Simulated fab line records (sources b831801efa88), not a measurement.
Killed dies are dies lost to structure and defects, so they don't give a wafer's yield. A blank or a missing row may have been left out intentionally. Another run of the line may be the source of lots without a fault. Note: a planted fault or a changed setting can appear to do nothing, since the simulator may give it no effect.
fab line records ; flow sky130 ; part 1 of 2: steps 1 to 26 of 38
record lots=5; wafers=15; last_day=49
route steps=708 shown VIA4@658 METAL5@661 PASSIVATION@681 PAD_OPEN@694
lots untouched by any fault: they come from a run of this same line in which no faults occurred
start_h: hours from the record's opening day to when the first of the lot's shown wafers began ; wait_h: time in hours since the lot's previous step ; " the same as in the row above ; L1.1+2: a single row standing in for several wafers ; - no value, or no start was given ; * or withheld: withheld ; < > ~ a bound
route shown NAME@n: names a module that has steps shown in the file, with the first one's number in the route ; usual: mean and standard deviation over wafers with no fault ; same: alike in all rows ; chamber/n: place in a boat ; sites: per-site readings ; _std_site: standard deviation across them ; _edge_site: the outer-site mean with the inner-site mean subtracted ; radius_mm: for every site, how far away it sits from the centre of the wafer ; mask NAME#n: copy n ; behind: tool/chamber where the wafer was last shaped ; hold: why the lot was held/for how many hours/how that ended ; device: the n, p or np transistor that did not switch ; end of line: the tests these same wafers got at the end of their route ; for a step that has no rows: nothing shown but its recipe ; killed: count of dies lost to structure and defects at first sort (not the wafer's yield) ; map: shows each die of a wafer: x if killed, . if not, _ if none is there
set.NAME: the setting that was run; set.NAME@STEP: the one run at that earlier step ; model.NAME: the simulator's own value behind a step, which no gauge read
lots seen at some steps along the route; tables by step, rows by wafer
services: a tool's chamber out of use, with start hour (start_h, from the record's first day; less than 0 if before it), hours out, and reason
## steps
# step SKY_VIA4_RS_MEAS_19
# recipe thk_meas_gauge=four-point-probe; reads=W_of_VIA4_CVD_18+TiN_of_VIA4_SPUTTER_17
# usual VIA4_W_RS=0.2274/0.0027
lot.wafer;tool;chamber;start_h;wait_h;VIA4_W_RS[ohm/sq]
L075.1;film_metro-03;-;1018.30;0.1;0.2277
L075.4;film_metro-03;-;1018.30;0.1;0.2284
L075.5;film_metro-03;-;1018.30;0.1;0.2252
L085.2;film_metro-02;-;1081.02;0.1;0.2275
L085.3;film_metro-02;-;1081.02;0.1;0.2225
L085.4;film_metro-02;-;1081.02;0.1;0.2245
L088.4;film_metro-02;-;1089.89;0.1;0.2246
L088.5;film_metro-02;-;1089.89;0.1;0.2263
L088.6;film_metro-02;-;1089.89;0.1;0.2252
L090.1;film_metro-02;-;1101.60;0.1;0.2258
L090.4;film_metro-02;-;1101.60;0.1;0.2307
L090.6;film_metro-02;-;1101.60;0.1;0.2303
L091.2;film_metro-03;-;1104.94;0.1;0.2238
L091.4;film_metro-03;-;1104.94;0.1;0.2233
L091.5;film_metro-03;-;1104.94;0.1;0.2236
# step SKY_VIA4_THK_MEAS_20
# recipe thk_meas_gauge=xrf; reads=W_of_VIA4_CVD_18
# usual VIA4_W_THK=515/7.5
lot.wafer;tool;chamber;start_h;wait_h;VIA4_W_THK[nm]
L075.1;film_metro-03;-;1018.42;0.1;512
L075.4;film_metro-03;-;1018.42;0.1;511
L075.5;film_metro-03;-;1018.42;0.1;518
L085.2;film_metro-02;-;1081.13;0.1;511
L085.3;film_metro-02;-;1081.13;0.1;523
L085.4;film_metro-02;-;1081.13;0.1;517
L088.4;film_metro-02;-;1089.98;0.1;518
L088.5;film_metro-02;-;1089.98;0.1;516
L088.6;film_metro-02;-;1089.98;0.1;517
L090.1;film_metro-02;-;1101.72;0.1;517
L090.4;film_metro-02;-;1101.72;0.1;505
L090.6;film_metro-02;-;1101.72;0.1;505
L091.2;film_metro-03;-;1105.05;0.1;516
L091.4;film_metro-03;-;1105.05;0.1;519
L091.5;film_metro-03;-;1105.05;0.1;515
# step SKY_VIA4_CMP_21
# recipe stop_on=SiO2; t_overpolish_s=25; down_force_psi=3.5; platen_rpm=60; target_thk_nm=0; pad_velocity_m_s=0.94248
# usual head_pressure_psi=3.500/0.0079; motor_current_A=10.8/1.1; overpolish_run_s=25.001/0.0088; time_to_endpoint_s=122/6
lot.wafer;tool;chamber;start_h;wait_h;head_pressure_psi;motor_current_A;overpolish_run_s;time_to_endpoint_s
L075.4;cmp-01;3;1018.48;0.0;3.507;10.7;25.016;124
L075.1;cmp-01;1;1018.48;0.0;3.504;10.6;24.978;139
L075.5;cmp-01;0;1018.48;0.0;3.501;9.3;24.998;131
L085.4;cmp-01;2;1081.23;0.1;3.505;9.9;25.005;118
L085.2;cmp-01;3;1081.23;0.1;3.497;10.9;24.990;114
L085.3;cmp-01;0;1081.23;0.1;3.494;9.7;25.000;123
L088.4;cmp-02;2;1090.06;0.1;3.497;12.9;24.991;116
L088.6;cmp-02;1;1090.06;0.1;3.506;10.4;24.983;115
L088.5;cmp-02;2;1090.06;0.1;3.486;12.5;24.999;119
L090.4;cmp-01;0;1101.88;0.1;3.504;9.9;24.987;114
L090.1;cmp-01;1;1101.88;0.1;3.509;10.1;25.002;124
L090.6;cmp-01;3;1101.88;0.1;3.492;11.3;25.000;113
L091.4;cmp-01;0;1105.10;0.0;3.500;9.4;24.992;125
L091.2;cmp-01;1;1105.10;0.0;3.501;10.8;25.017;130
L091.5;cmp-01;0;1105.10;0.0;3.493;9.9;24.998;123
# step SKY_METAL5_SPUTTER_00
# recipe material=Ti; target_thk_nm=15; power_w=3000; time_s=10; chamber_pressure_pa=0.4
# usual throttle_valve_pct=29.6/0.82
lot.wafer;tool;chamber;start_h;wait_h;throttle_valve_pct
L075.1;pvd_sputter-03;-;1018.78;0.1;30.4
L075.4;pvd_sputter-03;-;1018.78;0.1;29.3
L075.5;pvd_sputter-03;-;1018.78;0.1;29.2
L085.2;pvd_sputter-01;-;1081.48;0.1;30.6
L085.3;pvd_sputter-01;-;1081.48;0.1;29.4
L085.4;pvd_sputter-01;-;1081.48;0.1;29.5
L088.4;pvd_sputter-03;-;1090.31;0.2;30.5
L088.5;pvd_sputter-03;-;1090.31;0.2;30.3
L088.6;pvd_sputter-03;-;1090.31;0.2;30.5
L090.1;pvd_sputter-01;-;1102.08;0.1;29.5
L090.4;pvd_sputter-01;-;1102.08;0.1;30.2
L090.6;pvd_sputter-01;-;1102.08;0.1;29.8
L091.2;pvd_sputter-04;-;1105.40;0.2;29.5
L091.4;pvd_sputter-04;-;1105.40;0.2;29.7
L091.5;pvd_sputter-04;-;1105.40;0.2;28.2
# step SKY_METAL5_SPUTTER_01
# recipe material=TiN; target_thk_nm=20; power_w=6500; time_s=16.7; chamber_pressure_pa=0.4
# usual throttle_valve_pct=29.6/0.81
lot.wafer;tool;chamber;start_h;wait_h;throttle_valve_pct
L075.1;pvd_sputter-03;-;1018.80;0.0;30.3
L075.4;pvd_sputter-03;-;1018.80;0.0;28.8
L075.5;pvd_sputter-03;-;1018.80;0.0;29.1
L085.2;pvd_sputter-01;-;1081.51;0.0;30.2
L085.3;pvd_sputter-01;-;1081.51;0.0;29.4
L085.4;pvd_sputter-01;-;1081.51;0.0;29.3
L088.4;pvd_sputter-03;-;1090.33;0.0;30.4
L088.5;pvd_sputter-03;-;1090.33;0.0;30.2
L088.6;pvd_sputter-03;-;1090.33;0.0;30.2
L090.1;pvd_sputter-01;-;1102.10;0.0;29.6
L090.4;pvd_sputter-01;-;1102.10;0.0;30.5
L090.6;pvd_sputter-01;-;1102.10;0.0;29.7
L091.2;pvd_sputter-04;-;1105.43;0.0;29.4
L091.4;pvd_sputter-04;-;1105.43;0.0;29.5
L091.5;pvd_sputter-04;-;1105.43;0.0;28.0
# step SKY_METAL5_SPUTTER_02
# recipe material=AlCu; target_thk_nm=1150; power_w=10600; time_s=61.2; chamber_pressure_pa=0.4
# usual throttle_valve_pct=29.6/0.83
lot.wafer;tool;chamber;start_h;wait_h;throttle_valve_pct
L075.1;pvd_sputter-03;-;1018.82;0.0;30.4
L075.4;pvd_sputter-03;-;1018.82;0.0;29.0
L075.5;pvd_sputter-03;-;1018.82;0.0;29.4
L085.2;pvd_sputter-01;-;1081.53;0.0;30.4
L085.3;pvd_sputter-01;-;1081.53;0.0;29.4
L085.4;pvd_sputter-01;-;1081.53;0.0;29.7
L088.4;pvd_sputter-03;-;1090.35;0.0;30.7
L088.5;pvd_sputter-03;-;1090.35;0.0;30.3
L088.6;pvd_sputter-03;-;1090.35;0.0;30.7
L090.1;pvd_sputter-01;-;1102.12;0.0;29.6
L090.4;pvd_sputter-01;-;1102.12;0.0;30.4
L090.6;pvd_sputter-01;-;1102.12;0.0;29.7
L091.2;pvd_sputter-04;-;1105.45;0.0;29.5
L091.4;pvd_sputter-04;-;1105.45;0.0;29.7
L091.5;pvd_sputter-04;-;1105.45;0.0;28.0
# step SKY_METAL5_SPUTTER_03
# recipe material=Ti; target_thk_nm=5; power_w=3000; time_s=3.3; chamber_pressure_pa=0.4
# usual throttle_valve_pct=29.6/0.82
lot.wafer;tool;chamber;start_h;wait_h;throttle_valve_pct
L075.1;pvd_sputter-03;-;1018.87;0.0;30.7
L075.4;pvd_sputter-03;-;1018.87;0.0;29.4
L075.5;pvd_sputter-03;-;1018.87;0.0;29.1
L085.2;pvd_sputter-01;-;1081.58;0.0;30.3
L085.3;pvd_sputter-01;-;1081.58;0.0;29.4
L085.4;pvd_sputter-01;-;1081.58;0.0;29.6
L088.4;pvd_sputter-03;-;1090.40;0.0;30.4
L088.5;pvd_sputter-03;-;1090.40;0.0;30.5
L088.6;pvd_sputter-03;-;1090.40;0.0;30.7
L090.1;pvd_sputter-01;-;1102.17;0.0;29.6
L090.4;pvd_sputter-01;-;1102.17;0.0;30.2
L090.6;pvd_sputter-01;-;1102.17;0.0;29.5
L091.2;pvd_sputter-04;-;1105.50;0.0;29.2
L091.4;pvd_sputter-04;-;1105.50;0.0;29.5
L091.5;pvd_sputter-04;-;1105.50;0.0;28.3
# step SKY_METAL5_SPUTTER_04
# recipe material=TiN; target_thk_nm=70; power_w=6500; time_s=58.3; chamber_pressure_pa=0.4
# usual throttle_valve_pct=29.6/0.84
lot.wafer;tool;chamber;start_h;wait_h;throttle_valve_pct
L075.1;pvd_sputter-03;-;1018.89;0.0;30.1
L075.4;pvd_sputter-03;-;1018.89;0.0;29.1
L075.5;pvd_sputter-03;-;1018.89;0.0;29.3
L085.2;pvd_sputter-01;-;1081.60;0.0;30.0
L085.3;pvd_sputter-01;-;1081.60;0.0;29.6
L085.4;pvd_sputter-01;-;1081.60;0.0;29.5
L088.4;pvd_sputter-03;-;1090.42;0.0;30.3
L088.5;pvd_sputter-03;-;1090.42;0.0;30.3
L088.6;pvd_sputter-03;-;1090.42;0.0;30.3
L090.1;pvd_sputter-01;-;1102.19;0.0;29.6
L090.4;pvd_sputter-01;-;1102.19;0.0;30.1
L090.6;pvd_sputter-01;-;1102.19;0.0;29.6
L091.2;pvd_sputter-04;-;1105.52;0.0;29.4
L091.4;pvd_sputter-04;-;1105.52;0.0;29.7
L091.5;pvd_sputter-04;-;1105.52;0.0;28.4
# step SKY_METAL5_RS_MEAS_05
# recipe thk_meas_gauge=four-point-probe; reads=TiN_of_METAL5_SPUTTER_04+Ti_of_METAL5_SPUTTER_03+AlCu_of_METAL5_SPUTTER_02+TiN_of_METAL5_SPUTTER_01+Ti_of_METAL5_SPUTTER_00
# usual METAL5_ALCU_RS=0.0271/0.00041
lot.wafer;tool;chamber;start_h;wait_h;METAL5_ALCU_RS[ohm/sq]
L075.1;film_metro-03;-;1018.94;0.0;0.0266
L075.4;film_metro-03;-;1018.94;0.0;0.0269
L075.5;film_metro-03;-;1018.94;0.0;0.0270
L085.2;film_metro-03;-;1081.67;0.0;0.0274
L085.3;film_metro-03;-;1081.67;0.0;0.0276
L085.4;film_metro-03;-;1081.67;0.0;0.0267
L088.4;film_metro-01;-;1090.53;0.1;0.0270
L088.5;film_metro-01;-;1090.53;0.1;0.0270
L088.6;film_metro-01;-;1090.53;0.1;0.0267
L090.1;film_metro-04;-;1102.24;0.0;0.0272
L090.4;film_metro-04;-;1102.24;0.0;0.0274
L090.6;film_metro-04;-;1102.24;0.0;0.0274
L091.2;film_metro-01;-;1105.59;0.0;0.0268
L091.4;film_metro-01;-;1105.59;0.0;0.0277
L091.5;film_metro-01;-;1105.59;0.0;0.0279
# step SKY_METAL5_THK_MEAS_06
# recipe thk_meas_gauge=xrf; reads=AlCu_of_METAL5_SPUTTER_02
# usual METAL5_ALCU_THK=1131/18
lot.wafer;tool;chamber;start_h;wait_h;METAL5_ALCU_THK[nm]
L075.1;film_metro-03;-;1019.06;0.1;1164
L075.4;film_metro-03;-;1019.06;0.1;1145
L075.5;film_metro-03;-;1019.06;0.1;1142
L085.2;film_metro-03;-;1081.78;0.1;1125
L085.3;film_metro-03;-;1081.78;0.1;1113
L085.4;film_metro-03;-;1081.78;0.1;1148
L088.4;film_metro-01;-;1090.62;0.1;1139
L088.5;film_metro-01;-;1090.62;0.1;1136
L088.6;film_metro-01;-;1090.62;0.1;1152
L090.1;film_metro-04;-;1102.36;0.1;1127
L090.4;film_metro-04;-;1102.36;0.1;1119
L090.6;film_metro-04;-;1102.36;0.1;1114
L091.2;film_metro-01;-;1105.70;0.1;1145
L091.4;film_metro-01;-;1105.70;0.1;1095
L091.5;film_metro-01;-;1105.70;0.1;1093
# step SKY_METAL5_DEHYDRATE_07
# recipe temp_c=200; time_s=60
lot.wafer;tool;chamber;start_h;wait_h
L075.1+4+5;litho_track-04;0;1030.08;11.0
L085.2+3+4;litho_track-03;0;1092.10;10.3
L088.4+5+6;litho_track-04;0;1099.86;9.2
L090.1+4+6;litho_track-01;0;1112.09;9.7
L091.2+4+5;litho_track-04;0;1115.16;9.4
# step SKY_METAL5_HMDS_08
# recipe prime_time_s=60; prime_temp_c=120
# usual prime_temp_c=120.01/0.14
lot.wafer;tool;chamber;start_h;wait_h;prime_temp_c
L075.1;litho_track-04;0;1030.23;0.1;120.03
L075.4;litho_track-04;0;1030.23;0.1;120.00
L075.5;litho_track-04;0;1030.23;0.1;119.63
L085.2;litho_track-03;0;1092.25;0.1;120.04
L085.3;litho_track-03;0;1092.25;0.1;120.03
L085.4;litho_track-03;0;1092.25;0.1;120.07
L088.4;litho_track-04;0;1100.01;0.1;119.97
L088.5;litho_track-04;0;1100.01;0.1;119.92
L088.6;litho_track-04;0;1100.01;0.1;120.09
L090.1;litho_track-01;0;1112.24;0.1;120.08
L090.4;litho_track-01;0;1112.24;0.1;119.98
L090.6;litho_track-01;0;1112.24;0.1;120.04
L091.2;litho_track-04;0;1115.31;0.1;120.06
L091.4;litho_track-04;0;1115.31;0.1;120.01
L091.5;litho_track-04;0;1115.31;0.1;119.84
# step SKY_METAL5_COAT_09
# recipe resist=NOVOLAK; spin_rpm=3000; resist_thk_nm=1800
lot.wafer;tool;chamber;start_h;wait_h
L075.1+4+5;litho_track-04;0;1030.38;0.1
L085.2+3+4;litho_track-03;0;1092.40;0.1
L088.4+5+6;litho_track-04;0;1100.16;0.1
L090.1+4+6;litho_track-01;0;1112.39;0.1
L091.2+4+5;litho_track-04;0;1115.46;0.1
# step SKY_METAL5_SOFTBAKE_10
# recipe temp_c=90; time_s=60; resist=NOVOLAK
lot.wafer;tool;chamber;start_h;wait_h
L075.1+4+5;litho_track-04;0;1030.53;0.1
L085.2+3+4;litho_track-03;0;1092.55;0.1
L088.4+5+6;litho_track-04;0;1100.31;0.1
L090.1+4+6;litho_track-01;0;1112.54;0.1
L091.2+4+5;litho_track-04;0;1115.61;0.1
# step SKY_METAL5_EXPOSE_11
# recipe mask_id=MM5; na=0.6; source_shape=conventional; sigma_outer=0.6; polarization=unpolarized; target_cd_nm=1600; dose_mj=190
lot.wafer;tool;chamber;start_h;wait_h;mask
L075.1+4+5;iline_stepper-01;0;-;-;MM5#0
L085.2+3+4;iline_stepper-02;0;-;-;MM5#0
L088.4+5+6;iline_stepper-02;0;-;-;MM5#0
L090.1+4+6;iline_stepper-01;0;-;-;MM5#0
L091.2+4+5;iline_stepper-01;0;-;-;MM5#0
# step SKY_METAL5_PEB_12
# recipe temp_c=withheld; time_s=*; resist=NOVOLAK
lot.wafer;tool;chamber;start_h;wait_h
L075.1+4+5;litho_track-04;0;-;-
L085.2+3+4;litho_track-03;0;-;-
L088.4+5+6;litho_track-03;0;-;-
L090.1+4+6;litho_track-01;0;-;-
L091.2+4+5;litho_track-01;0;-;-
# step SKY_METAL5_DEVELOP_13
# recipe resist=NOVOLAK; developer=TMAH; develop_time_s=60; dev_temp_c=23
# usual developer_temp_C=23.00/0.1
lot.wafer;tool;chamber;start_h;wait_h;developer_temp_C
L075.1;litho_track-04;0;1040.78;0.1;22.82
L075.4;litho_track-04;0;1040.78;0.1;23.07
L075.5;litho_track-04;0;1040.78;0.1;22.88
L085.2;litho_track-03;0;1102.90;0.1;22.95
L085.3;litho_track-03;0;1102.90;0.1;23.01
L085.4;litho_track-03;0;1102.90;0.1;23.07
L088.4;litho_track-03;0;1110.05;0.1;22.86
L088.5;litho_track-03;0;1110.05;0.1;22.93
L088.6;litho_track-03;0;1110.05;0.1;23.02
L090.1;litho_track-01;0;1122.24;0.1;23.15
L090.4;litho_track-01;0;1122.24;0.1;23.04
L090.6;litho_track-01;0;1122.24;0.1;22.97
L091.2;litho_track-01;0;1125.12;0.1;23.03
L091.4;litho_track-01;0;1125.12;0.1;23.11
L091.5;litho_track-01;0;1125.12;0.1;23.15
# step SKY_METAL5_DESCUM_14
# recipe chemistry=O2; source_power_w=150; bias_power_w=0; pressure_mtorr=10; temp_c=40; time_s=11
# usual drypump_motor_current_A=5.8/0.49; he_backside_leak_sccm=3.33/0.17; oes_product_au=1.003/0.012
lot.wafer;tool;chamber;start_h;wait_h;drypump_motor_current_A;he_backside_leak_sccm;oes_product_au;rf_hours_counter_h
L075.1;rie_metal-01;0;1040.93;0.1;5.6;3.13;1.009;15
L075.4;rie_metal-01;0;1040.93;0.1;5.6;3.14;1.005;-
L075.5;rie_metal-01;0;1040.93;0.1;5.6;3.21;1.015;-
L085.2;rie_metal-02;1;1103.02;0.1;5.5;3.36;1.017;9
L085.3;rie_metal-02;0;1103.02;0.1;5.9;3.24;0.987;-
L085.4;rie_metal-02;1;1103.02;0.1;5.5;3.23;1.020;-
L088.4;rie_metal-01;1;1110.13;0.1;6.6;3.64;1.019;-
L088.5;rie_metal-01;0;1110.13;0.1;5.6;3.13;0.997;-
L088.6;rie_metal-01;1;1110.13;0.1;6.6;3.66;1.020;-
L090.1;rie_metal-01;0;1122.39;0.1;5.6;3.15;1.002;22
L090.4;rie_metal-01;1;1122.39;0.1;6.5;3.63;1.010;-
L090.6;rie_metal-01;0;1122.39;0.1;5.6;3.14;1.001;-
L091.2;rie_metal-02;1;1125.24;0.1;5.6;3.11;1.029;11
L091.4;rie_metal-02;0;1125.24;0.1;5.9;3.34;1.000;-
L091.5;rie_metal-02;0;1125.24;0.1;5.9;3.17;0.980;-
# step SKY_METAL5_METAL_ETCH_15
# recipe target_depth_a=12600; stop_on=SiO2; over_etch_frac=0.2; time_s=252; chemistry=Cl2/BCl3; resist_sidewall_deg=86; pressure_mtorr=10; icp_w=900; bias_w=48.5; Cl2_flow_sccm=60; bcl3_flow_sccm=30
# usual drypump_motor_current_A=5.8/0.49; he_backside_leak_sccm=3.33/0.18; oes_product_au=0.894/0.0055; throttle_valve_pct=22.264/0.0083
lot.wafer;tool;chamber;start_h;wait_h;drypump_motor_current_A;he_backside_leak_sccm;oes_product_au;rf_hours_counter_h;throttle_valve_pct
L075.1;rie_metal-01;0;1040.97;0.0;5.6;3.09;0.897;15;22.262
L075.4;rie_metal-01;0;1040.97;0.0;5.6;2.97;0.887;-;22.265
L075.5;rie_metal-01;0;1040.97;0.0;5.6;2.97;0.892;-;22.256
L085.2;rie_metal-02;1;1103.05;0.0;5.5;3.33;0.891;9;22.276
L085.3;rie_metal-02;0;1103.05;0.0;5.9;3.33;0.888;-;22.260
L085.4;rie_metal-02;1;1103.05;0.0;5.5;3.31;0.895;-;22.278
L088.4;rie_metal-01;1;1110.23;0.1;6.5;3.53;0.902;-;22.262
L088.5;rie_metal-01;0;1110.23;0.1;5.6;3.01;0.903;-;22.260
L088.6;rie_metal-01;1;1110.23;0.1;6.6;3.49;0.898;-;22.270
L090.1;rie_metal-01;0;1122.42;0.0;5.6;3.07;0.898;22;22.260
L090.4;rie_metal-01;1;1122.42;0.0;6.6;3.48;0.894;-;22.267
L090.6;rie_metal-01;0;1122.42;0.0;5.6;3.12;0.897;-;22.254
L091.2;rie_metal-02;1;1125.27;0.0;5.5;3.32;0.895;11;22.261
L091.4;rie_metal-02;0;1125.27;0.0;5.9;3.35;0.897;-;22.257
L091.5;rie_metal-02;0;1125.27;0.0;5.9;3.30;0.891;-;22.260
# step SKY_METAL5_STRIP_16
# recipe chemistry=O2/N2; power_w=1400; pressure_mtorr=1500; platen_temp_c=withheld; o2_flow_sccm=3000; n2_flow_sccm=300; overash_fraction=0.5
# usual drypump_motor_current_A=5.64/0.28; oes_product_au=0.710/0.0047; strip_time_to_endpoint_s=13.02/0.16
lot.wafer;tool;chamber;start_h;wait_h;drypump_motor_current_A;oes_product_au;rf_hours_counter_h;strip_time_to_endpoint_s
L075.1;plasma_asher-03;0;1041.20;0.2;5.15;0.712;128;12.86
L075.4;plasma_asher-03;0;1041.20;0.2;5.13;0.705;-;12.95
L075.5;plasma_asher-03;0;1041.20;0.2;5.13;0.713;-;12.82
L085.2;plasma_asher-03;1;1103.29;0.2;5.86;0.703;4;12.78
L085.3;plasma_asher-03;1;1103.29;0.2;5.85;0.707;-;13.02
L085.4;plasma_asher-03;0;1103.29;0.2;5.12;0.706;-;12.84
L088.4;plasma_asher-01;1;1110.42;0.1;5.69;0.704;-;12.81
L088.5;plasma_asher-01;1;1110.42;0.1;5.68;0.712;-;12.92
L088.6;plasma_asher-01;0;1110.42;0.1;5.58;0.711;-;12.82
L090.1;plasma_asher-02;0;1122.66;0.2;5.41;0.716;69;13.17
L090.4;plasma_asher-02;1;1122.66;0.2;6.02;0.705;-;12.91
L090.6;plasma_asher-02;1;1122.66;0.2;6.04;0.712;-;13.05
L091.2;plasma_asher-01;0;1125.51;0.2;5.59;0.715;92;12.83
L091.4;plasma_asher-01;0;1125.51;0.2;5.57;0.715;-;13.20
L091.5;plasma_asher-01;1;1125.51;0.2;5.72;0.712;-;13.18
# step SKY_METAL5_STRIP_17
# recipe chemistry=post_etch_residue_remover; time_s=1200; temp_c=72.5
# usual bath_guard_temp_C=72.5/0.45
lot.wafer;tool;chamber;start_h;wait_h;bath_guard_temp_C
L075.1;wet_bench-02;0;1041.30;0.1;72.6
L075.4;wet_bench-02;0;1041.30;0.1;72.6
L075.5;wet_bench-02;0;1041.30;0.1;72.8
L085.2;wet_bench-03;2;1103.39;0.1;72.9
L085.3;wet_bench-03;2;1103.39;0.1;72.9
L085.4;wet_bench-03;2;1103.39;0.1;72.6
L088.4;wet_bench-02;2;1110.49;0.0;72.9
L088.5;wet_bench-02;2;1110.49;0.0;72.6
L088.6;wet_bench-02;2;1110.49;0.0;73.0
L090.1;wet_bench-03;1;1122.76;0.1;72.5
L090.4;wet_bench-03;1;1122.76;0.1;72.0
L090.6;wet_bench-03;1;1122.76;0.1;72.3
L091.2;wet_bench-02;0;1125.61;0.1;72.7
L091.4;wet_bench-02;0;1125.61;0.1;72.7
L091.5;wet_bench-02;0;1125.61;0.1;72.8
# step SKY_METAL5_CLEAN_18
# recipe chemistry=IPA; time_s=180; temp_c=25
lot.wafer;tool;chamber;start_h;wait_h
L075.1+4+5;wet_bench-04;3;1041.64;0.0
L085.2+3+4;wet_bench-02;3;1103.73;0.0
L088.4+5+6;wet_bench-02;1;1110.83;0.0
L090.1+4+6;wet_bench-03;1;1123.10;0.0
L091.2+4+5;wet_bench-03;2;1125.95;0.0
# step SKY_METAL5_CLEAN_19
# recipe chemistry=O3/DIW; dry=n2_spin
lot.wafer;tool;chamber;start_h;wait_h
L075.1+4+5;wet_bench-03;2;1041.71;0.0
L085.2+3+4;wet_bench-03;0;1103.79;0.0
L088.4+5+6;wet_bench-03;2;1110.89;0.0
L090.1+4+6;wet_bench-03;0;1123.16;0.0
L091.2+4+5;wet_bench-02;2;1126.01;0.0
# step SKY_PASSIVATION_CVD_00
# recipe material=SiO2; target_thk_nm=90; temp_c=400; time_s=withheld; rf_w=600
# usual heater_power_w=691/100
lot.wafer;tool;chamber;start_h;wait_h;heater_power_w
L075.1;pecvd-03;0;1041.80;0.0;683
L075.4;pecvd-03;0;1041.80;0.0;688
L075.5;pecvd-03;2;1041.80;0.0;594
L085.2;pecvd-01;0;1103.88;0.0;749
L085.3;pecvd-01;2;1103.88;0.0;657
L085.4;pecvd-01;2;1103.88;0.0;670
L088.4;pecvd-03;2;1110.99;0.0;588
L088.5;pecvd-03;1;1110.99;0.0;826
L088.6;pecvd-03;0;1110.99;0.0;633
L090.1;pecvd-02;1;1123.25;0.0;730
L090.4;pecvd-02;1;1123.25;0.0;566
L090.6;pecvd-02;2;1123.25;0.0;755
L091.2;pecvd-03;2;1126.10;0.0;467
L091.4;pecvd-03;2;1126.10;0.0;485
L091.5;pecvd-03;1;1126.10;0.0;815
# step SKY_PASSIVATION_THK_MEAS_01
# recipe reads=SiO2_of_PASSIVATION_CVD_00
# usual PASSIVATION_CVD_00_THK=90.3/1.3
lot.wafer;tool;chamber;start_h;wait_h;PASSIVATION_CVD_00_THK[nm]
L075.1;film_metro-02;-;1041.82;-;91.0
L075.4;film_metro-02;-;1041.82;-;93.7
L075.5;film_metro-02;-;1041.82;-;92.5
L085.2;film_metro-02;-;1103.91;-;88.9
L085.3;film_metro-02;-;1103.91;-;90.1
L085.4;film_metro-02;-;1103.91;-;90.1
L088.4;film_metro-02;-;1111.03;-;89.1
L088.5;film_metro-02;-;1111.03;-;88.8
L088.6;film_metro-02;-;1111.03;-;89.3
L090.1;film_metro-02;-;1123.27;-;90.4
L090.4;film_metro-02;-;1123.27;-;91.2
L090.6;film_metro-02;-;1123.27;-;92.0
L091.2;film_metro-04;-;1126.13;-;91.5
L091.4;film_metro-04;-;1126.13;-;91.9
L091.5;film_metro-04;-;1126.13;-;90.2
# step SKY_PASSIVATION_CVD_02
# recipe material=Si3N4; target_thk_nm=540; temp_c=400; time_s=withheld; rf_w=450
# usual heater_power_w=738/88
lot.wafer;tool;chamber;start_h;wait_h;heater_power_w
L075.1;pecvd-02;0;1041.88;0.1;846
L075.4;pecvd-02;0;1041.88;0.1;853
L075.5;pecvd-02;2;1041.88;0.1;795
L085.2;pecvd-03;2;1103.96;0.0;663
L085.3;pecvd-03;0;1103.96;0.0;737
L085.4;pecvd-03;1;1103.96;0.0;870
L088.4;pecvd-02;0;1111.18;0.1;881
L088.5;pecvd-02;1;1111.18;0.1;758
L088.6;pecvd-02;2;1111.18;0.1;846
L090.1;pecvd-03;2;1123.33;0.1;624
L090.4;pecvd-03;2;1123.33;0.1;671
L090.6;pecvd-03;0;1123.33;0.1;696
L091.2;pecvd-01;1;1126.18;0.0;587
L091.4;pecvd-01;2;1126.18;0.0;764
L091.5;pecvd-01;1;1126.18;0.0;662
